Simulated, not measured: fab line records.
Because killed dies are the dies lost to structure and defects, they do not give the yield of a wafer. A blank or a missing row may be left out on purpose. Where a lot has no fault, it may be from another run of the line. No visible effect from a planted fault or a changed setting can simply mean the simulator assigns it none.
Which tool was responsible? | flow gf180mcu | Sampling: 11 lots, 33 wafers, 6 of 602 route steps

## WHAT THE GAUGES SHOWED, per wafer
GF_V1_RS_MEAS_24: the measuring method here is four-point-probe. Usual: V1_W_RS gives 0.329 ohm/sq (standard deviation 0.0033).
lot  | measured     | on           | V1_W_RS (ohm/sq)  | flag
L789 | day 18 00:49 | filmMetro-03 | 0.332 0.334 0.335 | 
L791 | day 18 23:55 | filmMetro-03 | 0.328 0.329 0.329 | 
L792 | day 19 06:13 | filmMetro-04 | 0.329 0.329 0.326 | 
L793 | day 19 19:17 | filmMetro-04 | 0.329 0.332 0.330 | 
L795 | day 20 14:39 | filmMetro-04 | 0.327 0.329 0.328 | 
L799 | day 22 05:41 | filmMetro-01 | 0.326 0.327 0.325 | 
L800 | day 22 07:12 | filmMetro-04 | 0.328 0.325 0.327 | 
L804 | day 23 17:30 | filmMetro-04 | 0.332 0.334 0.332 | 
L808 | day 25 02:14 | filmMetro-01 | 0.331 0.324 0.327 | 
L809 | day 25 10:36 | filmMetro-04 | 0.326 0.324 0.321 | 
L810 | day 25 22:52 | filmMetro-01 | 0.331 0.329 0.327 | 

GF_M2_RS_MEAS_05: the measuring method here is four-point-probe. Usual: M2_ALCU_RS gives 0.0695 ohm/sq (standard deviation 0.00078).
lot  | measured     | on           | M2_ALCU_RS (ohm/sq)  | flag
L789 | day 18 01:31 | filmMetro-01 | 0.0692 0.0690 0.0693 | 
L791 | day 19 00:44 | filmMetro-03 | 0.0684 0.0683 0.0682 | 
L792 | day 19 06:55 | filmMetro-01 | 0.0713 0.0711 0.0717 | 
L793 | day 19 19:59 | filmMetro-02 | 0.0698 0.0692 0.0697 | 
L795 | day 20 15:21 | filmMetro-01 | 0.0694 0.0686 0.0697 | 
L799 | day 22 06:23 | filmMetro-01 | 0.0703 0.0703 0.0707 | 
L800 | day 22 07:54 | filmMetro-01 | 0.0699 0.0700 0.0700 | 
L804 | day 23 18:12 | filmMetro-03 | 0.0694 0.0703 0.0699 | 
L808 | day 25 02:56 | filmMetro-02 | 0.0428 0.0693 0.0686 | OFF
L809 | day 25 11:19 | filmMetro-02 | 0.0430 0.0691 0.0684 | OFF
L810 | day 25 23:34 | filmMetro-03 | 0.0714 0.0707 0.0701 | 

GF_M2_THK_MEAS_06: measures by xrf. Usual: M2_ALCU_THK gives 446 nm (standard deviation 5.4).
lot  | measured     | on           | M2_ALCU_THK (nm) | flag
L789 | day 18 01:38 | filmMetro-01 | 445 449 444      | 
L791 | day 19 00:52 | filmMetro-03 | 453 455 453      | 
L792 | day 19 07:02 | filmMetro-01 | 433 436 431      | 
L793 | day 19 20:07 | filmMetro-02 | 450 452 451      | 
L795 | day 20 15:28 | filmMetro-01 | 443 447 440      | 
L799 | day 22 06:29 | filmMetro-01 | 440 440 438      | 
L800 | day 22 08:01 | filmMetro-01 | 444 440 442      | 
L804 | day 23 18:19 | filmMetro-03 | 444 440 440      | 
L808 | day 25 03:02 | filmMetro-02 | 726 452 454      | OFF
L809 | day 25 11:25 | filmMetro-02 | 724 453 458      | OFF
L810 | day 25 23:41 | filmMetro-03 | 435 439 442      | 

## WHAT TOOL EACH LOT RAN ON (gives the tool, then ch and the chambers of the sampled wafers, and finally the start)
lot  | GF_V1_CMP_04                  | GF_M2_SPUTTER_02            | GF_M2_SPUTTER_04
L789 | cmp-02 ch 0,1,2, day 17 00:11 | pvdSputter-02, day 18 01:25 | pvdSputter-02, day 18 01:28
L791 | cmp-02 ch 1,2,3, day 17 23:11 | pvdSputter-03, day 19 00:33 | pvdSputter-03, day 19 00:36
L792 | cmp-02 ch 0,1, day 18 04:55   | pvdSputter-01, day 19 06:50 | pvdSputter-01, day 19 06:53
L793 | cmp-02 ch 0,1,3, day 18 17:21 | pvdSputter-03, day 19 19:54 | pvdSputter-03, day 19 19:57
L795 | cmp-01 ch 0,2,3, day 19 13:13 | pvdSputter-02, day 20 15:16 | pvdSputter-02, day 20 15:19
L799 | cmp-02 ch 0,3, day 21 04:23   | pvdSputter-01, day 22 06:16 | pvdSputter-01, day 22 06:19
L800 | cmp-02 ch 0,2,3, day 21 05:38 | pvdSputter-01, day 22 07:49 | pvdSputter-01, day 22 07:52
L804 | cmp-01 ch 1,2,3, day 22 17:44 | pvdSputter-02, day 23 18:07 | pvdSputter-02, day 23 18:10
L808 | cmp-01 ch 0,2, day 24 03:14   | pvdSputter-03, day 25 02:49 | pvdSputter-03, day 25 02:52
L809 | cmp-02 ch 1,2, day 24 12:26   | pvdSputter-03, day 25 11:11 | pvdSputter-03, day 25 11:14
L810 | cmp-02 ch 0,1, day 25 00:36   | pvdSputter-01, day 25 23:29 | pvdSputter-01, day 25 23:32
- GF_V1_CMP_04: polishes SiO2.
- GF_M2_SPUTTER_02: material AlCu, target thk 450 nm, time 23.9 s.
- GF_M2_SPUTTER_04: material TiN, target thk 50 nm, time 41.7 s.

## AS READ BY THE TOOLS THEMSELVES (means over the sampled wafers that have a number; for cases with no such wafer, the mark the record gives instead)
GF_V1_CMP_04. Usual: motorCurrentA 11.3 A, standard deviation 1.1; timeToEndpointS 81 s, standard deviation 4.7.
lot  | tool   | motorCurrentA (A) | timeToEndpointS (s) | flag
L789 | cmp-02 | 11.2              | 89                  | 
L791 | cmp-02 | 10.4              | 83                  | 
L792 | cmp-02 | 12.1              | 82                  | 
L793 | cmp-02 | 11.0              | 80                  | 
L795 | cmp-01 | 11.8              | 86                  | 
L799 | cmp-02 | 11.0              | 81                  | 
L800 | cmp-02 | 10.6              | 84                  | 
L804 | cmp-01 | 11.1              | 77                  | 
L808 | cmp-01 | 12.3              | 83                  | 
L809 | cmp-02 | 11.4              | 76                  | 
L810 | cmp-02 | 12.0              | 77                  | 

GF_M2_SPUTTER_02. Usual: throttleValvePct 30.3 %, standard deviation 0.87.
lot  | tool          | throttleValvePct (%) | flag
L789 | pvdSputter-02 | 29.6                 | 
L791 | pvdSputter-03 | 31.2                 | 
L792 | pvdSputter-01 | 30.0                 | 
L793 | pvdSputter-03 | 30.8                 | 
L795 | pvdSputter-02 | 29.9                 | 
L799 | pvdSputter-01 | 30.3                 | 
L800 | pvdSputter-01 | 30.4                 | 
L804 | pvdSputter-02 | 30.0                 | 
L808 | pvdSputter-03 | 31.6                 | 
L809 | pvdSputter-03 | 30.9                 | 
L810 | pvdSputter-01 | 29.8                 | 

GF_M2_SPUTTER_04. Usual: throttleValvePct 30.3 %, standard deviation 0.89.
lot  | tool          | throttleValvePct (%) | flag
L789 | pvdSputter-02 | 29.6                 | 
L791 | pvdSputter-03 | 31.1                 | 
L792 | pvdSputter-01 | 30.2                 | 
L793 | pvdSputter-03 | 30.7                 | 
L795 | pvdSputter-02 | 30.0                 | 
L799 | pvdSputter-01 | 30.3                 | 
L800 | pvdSputter-01 | 30.7                 | 
L804 | pvdSputter-02 | 30.0                 | 
L808 | pvdSputter-03 | 31.7                 | 
L809 | pvdSputter-03 | 30.8                 | 
L810 | pvdSputter-01 | 29.8                 | 

## THE ANSWER, worked out from the rows above alone
Rule: lot off if the mean of its wafers having a number is beyond 3 standard deviations from the usual mean. A lot without any number at a reading at which 4 lots or more have one is off too. The other lots that the step has rows for count as sound. The gauges are gone through in route order, then the tools' own readings, and for those a lot's mean is taken as printed above. The first step at which some lot is off is used, and at that step the reading that is off furthest; a lot without a number counts as furthest.
Off: L808, L809, seen at GF_M2_RS_MEAS_05 (M2_ALCU_RS).
If a tool, at a process step before that reading, ran all the lots that are off and no sound lot after the first of them, it fits. The gauges at GF_M2_RS_MEAS_05 are tried like those tools. Undecided on this evidence; 2 tools fit (pvdSputter-03 at GF_M2_SPUTTER_02 and GF_M2_SPUTTER_04, filmMetro-02 at GF_M2_RS_MEAS_05).

## WHAT WAS PUT IN BY THE SIMULATOR
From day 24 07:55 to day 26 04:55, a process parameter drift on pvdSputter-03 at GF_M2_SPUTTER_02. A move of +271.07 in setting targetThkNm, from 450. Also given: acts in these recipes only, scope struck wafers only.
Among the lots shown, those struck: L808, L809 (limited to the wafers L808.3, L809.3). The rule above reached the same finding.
